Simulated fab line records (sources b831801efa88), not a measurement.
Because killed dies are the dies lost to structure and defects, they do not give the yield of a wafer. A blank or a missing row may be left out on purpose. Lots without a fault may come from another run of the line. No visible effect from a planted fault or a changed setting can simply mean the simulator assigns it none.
fab line records -- flow sky130 -- part 2 of 2: steps 43 to 43 of 43
record lots=6, wafers=18, lastDay=50
route steps=708 shown VIA4@648 METAL5@661 PASSIVATION@681 PAD_OPEN@708
lots that met no fault: taken from a fault-free run of the same line
startH: start of the lot's first displayed wafer, in hours after the record's first day -- waitH: how many hours have passed since the lot's step before this one -- " same as the row above -- L1.1+2: several wafers, shown together as one row -- - no value, or no start was given -- * or withheld: withheld -- < > ~ a bound
route shown NAME@n: a module of which the file shows steps, and the number in the route of the first -- usual: mean and standard deviation over wafers with no fault -- same: alike in all rows -- chamber/n: place in a boat -- sites: readings site by site -- _std_site: their standard deviation -- _edge_site: the outer-site mean with the inner-site mean subtracted -- radiusMm: for every site, how far away it sits from the centre of the wafer -- mask NAME#n: copy n -- behind: the tool/chamber that last shaped the wafer -- hold: why the lot was held/for how many hours/how that ended -- device: which transistor (n, p or np) failed to switch -- end of line: the same wafers' tests at the end of the route -- for a step that has no rows: nothing shown but its recipe -- killed: count of dies lost to structure and defects at first sort (not the wafer's yield) -- map: the dies of a wafer, with x for killed, . for not killed, _ for no die there
set.NAME: setting as actually run; set.NAME@STEP: the setting as run at that earlier step -- model.NAME: the simulator's own value behind a step, which no gauge read
lots at selected steps of the route; one table per step, one row per wafer
services: the hour from which a tool's chamber was out of use, counted from the record's first day as startH (under 0 if before that day), plus the number of hours and why
## steps
# step SKY_PAD_OPEN_PROBE_99
# usual defectLimitedYield=82.2/1.9, killed_at_M0_to_M3=44/6.6, killed_at_M4_up=3.4/1.9, killedAtContacts=25/5.6, killedAtFrontEnd=15/4.6, killedAtOther=0.3/0.6, killedDies=88/9.5, killedOnRim=17/3.8, killedOpen=47/7.1, killedShort=40/6.4, sort_bin_3_pad_short=1.0/0.47, sort_bin_5_function=10.4/1.4, sort_bin_6_memory=6.4/1.1, sortNPass=404/9.5, sortYieldPct=82.2/1.9
# same grossDies=492, killedAtBackSide=0, sort_bin_4_leakage[%]=0, sort_bin_8_speed[%]=0
lot.wafer,tool,chamber,startH,waitH,defectLimitedYield[%],killed_at_M0_to_M3,killed_at_M4_up,killedAtContacts,killedAtFrontEnd,killedAtOther,killedDies,killedOnRim,killedOpen,killedShort,sort_bin_3_pad_short[%],sort_bin_5_function[%],sort_bin_6_memory[%],sortNPass,sortYieldPct[%],model.etest.tester.sortNPass,model.etest.tester.sortYieldPct,model.etest.tester.sort_bin_5_pct,model.etest.tester.sort_bin_6_pct,model.etest.tester.sort_bin_3_pct
L185.1,prober-02,-,1070.96,0.1,84.3,39,2,26,8,2,77,17,35,41,0.4,9.6,5.7,415,84.3,415,84.35,9.553,5.691,0.4065
L185.2,prober-02,-,1071.01,0.1,81.3,42,2,34,14,0,92,25,57,35,0.8,10.0,7.9,400,81.3,400,81.3,9.959,7.927,0.813
L185.5,prober-02,-,1071.16,0.2,79.5,38,8,27,25,3,101,32,46,53,2.0,12.2,6.3,391,79.5,391,79.47,12.2,6.301,2.033
L189.2,prober-02,-,1104.76,0.1,81.5,53,5,25,8,0,91,19,49,42,0.6,11.6,6.3,401,81.5,401,81.5,11.59,6.301,0.6098
L189.5,prober-02,-,1104.91,0.2,84.1,46,5,17,10,0,78,11,38,40,0.2,10.2,5.5,414,84.1,414,84.15,10.16,5.488,0.2033
L189.6,prober-02,-,1104.96,0.2,84.3,42,9,19,7,0,77,13,43,34,1.4,8.9,5.3,415,84.3,415,84.35,8.943,5.285,1.423
L195.1,prober-02,-,1137.41,0.1,81.5,48,7,23,13,0,91,18,41,49,1.2,10.6,6.7,401,81.5,401,81.5,10.57,6.707,1.22
L195.3,prober-02,-,1137.51,0.2,79.5,52,4,27,18,0,101,20,52,46,1.2,11.2,8.1,391,79.5,391,79.47,11.18,8.13,1.22
L195.5,prober-02,-,1137.61,0.2,30.7,32,285,14,10,0,341,69,35,22,5.5,46.5,17.3,151,30.7,151,30.69,46.54,17.28,5.488
L196.2,prober-01,-,1139.58,0.1,80.7,46,4,22,23,0,95,23,56,39,0.2,11.4,7.7,397,80.7,397,80.69,11.38,7.724,0.2033
L196.3,prober-01,-,1139.63,0.2,78.9,55,2,30,17,0,104,19,55,49,1.4,12.4,7.3,388,78.9,388,78.86,12.4,7.317,1.423
L196.4,prober-01,-,1139.68,0.2,26.8,20,310,16,14,0,360,72,25,26,5.3,49.8,18.1,132,26.8,132,26.83,49.8,18.09,5.285
L206.2,prober-02,-,1187.22,0.1,83.7,37,2,25,16,0,80,12,43,37,1.2,8.7,6.3,412,83.7,412,83.74,8.74,6.301,1.22
L206.3,prober-02,-,1187.27,0.2,79.9,54,5,30,10,0,99,14,48,51,1.0,12.4,6.7,393,79.9,393,79.88,12.4,6.707,1.016
L206.5,prober-02,-,1187.37,0.2,79.5,43,5,31,22,0,101,25,59,42,0.6,10.8,9.1,391,79.5,391,79.47,10.77,9.146,0.6098
L207.4,prober-01,-,1189.81,0.2,79.3,51,5,26,19,1,102,21,46,56,0.6,11.2,8.9,390,79.3,390,79.27,11.18,8.943,0.6098
L207.5,prober-01,-,1189.86,0.2,84.8,32,5,24,14,0,75,15,34,41,1.0,9.3,4.9,417,84.8,417,84.76,9.35,4.878,1.016
L207.6,prober-01,-,1189.91,0.2,81.1,45,2,31,15,0,93,13,51,42,0.8,12.4,5.7,399,81.1,399,81.1,12.4,5.691,0.813
# killed by level:class
L185.1 CONTACT:geometricParticle:open=9 LOCAL_INTERCONNECT:geometricParticle:short=9 VIA1:geometricParticle:open=7 VIA2:geometricParticle:open=7 VIA1:geometricParticle:short=6 POLY_GATE:geometricParticle:short=4 LI_CONTACT:geometricParticle:short=4 METAL1:geometricParticle:open=4
L185.2 CONTACT:geometricParticle:open=17 VIA1:geometricParticle:open=9 VIA2:geometricParticle:open=8 LI_CONTACT:geometricParticle:open=7 METAL1:geometricParticle:short=7 POLY_GATE:geometricParticle:open=6 VIA1:geometricParticle:short=5 CONTACT:geometricParticle:short=4
L185.5 CONTACT:geometricParticle:open=9 VIA1:geometricParticle:open=9 CONTACT:geometricParticle:short=8 FIELD_ISO:geometricParticle:open=7 METAL4:geometricParticle:short=7 FIELD_ISO:geometricParticle:short=6 LI_CONTACT:geometricParticle:open=6 POLY_GATE:geometricParticle:short=5
L189.2 CONTACT:geometricParticle:open=15 VIA1:geometricParticle:open=12 METAL2:geometricParticle:short=11 CONTACT:geometricParticle:short=7 VIA2:geometricParticle:open=6 VIA1:geometricParticle:short=5 VIA3:geometricParticle:open=5 METAL4:geometricParticle:short=5
L189.5 VIA1:geometricParticle:open=10 METAL2:geometricParticle:short=8 VIA2:geometricParticle:open=8 METAL1:geometricParticle:short=6 CONTACT:geometricParticle:open=5 LI_CONTACT:geometricParticle:short=4 METAL3:geometricParticle:short=4 METAL4:geometricParticle:short=4
L189.6 VIA1:geometricParticle:open=12 LI_CONTACT:geometricParticle:open=9 CONTACT:geometricParticle:open=5 METAL2:geometricParticle:short=5 VIA3:geometricParticle:short=5 VIA2:geometricParticle:open=4 VIA2:geometricParticle:short=4 METAL4:geometricParticle:short=4
L195.1 VIA1:geometricParticle:open=14 VIA1:geometricParticle:short=8 CONTACT:geometricParticle:open=7 POLY_GATE:geometricParticle:short=6 METAL2:geometricParticle:short=5 LOCAL_INTERCONNECT:geometricParticle:short=5 CONTACT:geometricParticle:short=5 METAL1:geometricParticle:short=5
L195.3 VIA1:geometricParticle:open=14 METAL1:geometricParticle:short=9 VIA1:geometricParticle:short=8 CONTACT:geometricParticle:open=8 VIA3:geometricParticle:open=7 LI_CONTACT:geometricParticle:open=6 POLY_GATE:geometricParticle:short=5 CONTACT:geometricParticle:short=5
L195.5 VIA4:unspecified=283 VIA1:geometricParticle:open=11 CONTACT:geometricParticle:open=6 LI_CONTACT:geometricParticle:open=5 VIA3:geometricParticle:short=4 POLY_GATE:geometricParticle:open=3 POLY_GATE:geometricParticle:short=3 VIA1:geometricParticle:short=3
L196.2 VIA1:geometricParticle:open=12 VIA2:geometricParticle:open=10 CONTACT:geometricParticle:open=9 FIELD_ISO:geometricParticle:short=8 LI_CONTACT:geometricParticle:open=7 FIELD_ISO:geometricParticle:open=5 METAL2:geometricParticle:short=5 VIA3:geometricParticle:open=5
L196.3 VIA1:geometricParticle:open=16 CONTACT:geometricParticle:open=12 VIA1:geometricParticle:short=9 LI_CONTACT:geometricParticle:open=7 METAL3:geometricParticle:short=7 VIA2:geometricParticle:short=6 LI_CONTACT:geometricParticle:short=5 VIA3:geometricParticle:open=5
L196.4 VIA4:unspecified=308 LI_CONTACT:geometricParticle:open=7 FIELD_ISO:geometricParticle:short=6 CONTACT:geometricParticle:open=5 POLY_GATE:geometricParticle:short=4 VIA1:geometricParticle:open=4 VIA3:geometricParticle:open=4 POLY_GATE:geometricParticle:open=3
L206.2 VIA1:geometricParticle:open=10 LI_CONTACT:geometricParticle:open=9 CONTACT:geometricParticle:open=8 METAL2:geometricParticle:short=6 VIA1:geometricParticle:short=5 VIA3:geometricParticle:open=4 CONTACT:geometricParticle:short=4 FIELD_ISO:geometricParticle:short=3
L206.3 VIA1:geometricParticle:open=10 CONTACT:geometricParticle:open=9 VIA3:geometricParticle:short=8 CONTACT:geometricParticle:short=7 LOCAL_INTERCONNECT:geometricParticle:short=6 METAL2:geometricParticle:short=6 VIA2:geometricParticle:open=6 LI_CONTACT:geometricParticle:open=5
L206.5 VIA1:geometricParticle:open=12 POLY_GATE:geometricParticle:open=9 CONTACT:geometricParticle:open=9 LI_CONTACT:geometricParticle:open=8 LI_CONTACT:geometricParticle:short=8 VIA3:geometricParticle:open=8 FIELD_ISO:geometricParticle:open=6 METAL1:geometricParticle:short=6
L207.4 CONTACT:geometricParticle:open=11 VIA1:geometricParticle:open=11 METAL3:geometricParticle:short=8 POLY_GATE:geometricParticle:short=7 VIA2:geometricParticle:open=7 METAL1:geometricParticle:short=7 METAL2:geometricParticle:short=6 CONTACT:geometricParticle:short=5
L207.5 CONTACT:geometricParticle:open=9 CONTACT:geometricParticle:short=6 VIA2:geometricParticle:open=6 POLY_GATE:geometricParticle:short=5 LI_CONTACT:geometricParticle:open=5 METAL1:geometricParticle:short=4 METAL2:geometricParticle:short=4 FIELD_ISO:geometricParticle:short=3
L207.6 VIA1:geometricParticle:open=11 CONTACT:geometricParticle:open=9 LOCAL_INTERCONNECT:geometricParticle:short=8 LI_CONTACT:geometricParticle:open=7 METAL1:geometricParticle:short=7 VIA3:geometricParticle:open=6 FIELD_ISO:geometricParticle:open=5 VIA2:geometricParticle:short=5
# map L195.5 (x killed, . not)
__________xxxx.xxxx._________
________.xxxxxx..xxxxx_______
______.xxxxx.xxxxxxxxx.._____
_____xxx.xxx.x..xxxxxxx.x____
____xxxxxxxx.xxxxxxxxxxxx.___
___xxxx.xx.xxxxx..x.x.xxx.x__
__xxxxxxxxxxxxxxxx..x..xxxx._
_.x..xxx.xxxxx.x.xxxxx.xxxx.x
_x.xx.xx..x.x..xxxxx.xxxx..xx
_.xxxxx..x.xxx.xx.xxxxxx...x.
_..xx..xxx..xxxxxxxx.xxxxxxxx
_x..xxxxxxxxx.x..x.xxxxx.x.x.
_....xxx.xx.xx..xx..xxxx...xx
_x..xxx.x.xx..xxxxxx.x.x...xx
_.xx.x.xxx....xxxxxxx...x.xxx
__xx.xxxx.x...xxxx..xx.xxx.x_
___x.....xx..x.x.xxxx.xxxxx__
____x.xx.xx.x.xxxx.xxxxxxx___
_____xxx.x..xxxx.x.x.x.xx____
______xxx.x..xx.x.xxxx.x_____
________.x.xxxx.x.xxxx_______
__________xxxx.x..xx_________
# map L196.4 (x killed, . not)
__________.xxx.xx..x_________
________xxx.xx.x..xxxx_______
______xx..x.xxx.xxxxx.xx_____
_____.xx.x.x.x.xxx.xxxxxx____
____x.xxxxx.x.xx.xxxxx.xxx___
___x......xxxxxxxxxxxx.xxxx__
__x.xxxxxxx.x..xx.x..x.xxxxx_
_xxxxx.xxxxxx.xxxxxx.xxxxxxxx
_xxx.xxx...xxxxxxxxxx.xxx.x..
_..x..xxx.xxxxxxxxxxxxx..x.x.
_x.x.xx.x.xxx..x.xxx..xxxxxxx
_xxxxx..x.xx.xxxxx..xxx.xxxx.
_xxxx.xxxxxxxxx..x....xxxxxxx
_xxx...xxxxx.xxx..xxxx.xxxxxx
_xx.xxx.xxxxxxxx..xxx.xxx.x.x
__xx.x..xxxx.xxxx.xxx.xx.xxx_
___xxxxx.xxxxxx..xxxxxxxxx.__
____x.x.xx.xx.xxxx.x..xxxx___
_____xxx.xxx.xx..xx..xxxx____
______.xxxxxxx.xx.x.xx.x_____
________x.xxxx.xxxxx.x_______
__________xxxx.x.xx._________
## services
tool,chamber,startH,hours,kind
cmp-01,-,1003.81,0.4,repair
pecvd-01,-,1007.42,2.6,repair
cmp-01,-,1014.85,0.9,repair
pecvd-04,-,1023.57,1.4,repair
cmp-02,-,1023.99,4.0,repair
rieDiel-04,1,1024.29,9.4,repair
plasmaAsher-03,-,1030.41,2.1,repair
plasmaAsher-03,-,1033.73,0.4,repair
cmp-01,-,1043.47,24.3,repair
pvdSputter-03,-,1045.74,27.6,repair
pecvd-03,2,1052.36,10.5,repair
pvdSputter-03,-,1055.87,2.5,repair
pecvd-03,-,1058.02,6.0,pm
plasmaAsher-01,-,1061.15,12.7,repair
pecvd-04,1,1068.75,11.9,repair
cmp-02,-,1072.67,3.4,repair
cmp-02,-,1093.81,4.0,pm
plasmaAsher-01,-,1097.38,1.3,repair
cmp-02,-,1108.20,3.8,repair
cmp-02,-,1112.01,7.0,pm
cmp-02,-,1123.14,7.0,pm
cmp-01,-,1131.30,6.1,pm
rieDiel-04,-,1138.81,15.6,pm
pecvd-04,1,1144.38,5.0,repair
## key
firstSign step=SKY_PAD_OPEN_PROBE_99, reading=killed_at_M4_up, direction=up, sigmas=99+, usual=3.4, struck=297.5
effect step=SKY_PAD_OPEN_PROBE_99, reading=defectLimitedYield, direction=down, sigmas=28, usual=82.2, struck=28.8
modelEffect step=SKY_PAD_OPEN_PROBE_99, value=etest.tester.sortNPass, without=410.5, struck=141.5
metAt SKY_VIA4_CMP_21
struckWafers L195.5,L196.4
onsetBetween 1038.62 1074.60
fault kind=chamberParticleSource, tool=cmp-01, chamber=0, onsetH=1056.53, steps=SKY_VIA4_CMP_21, ratePerVisitCm2=1.8329, endH=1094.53
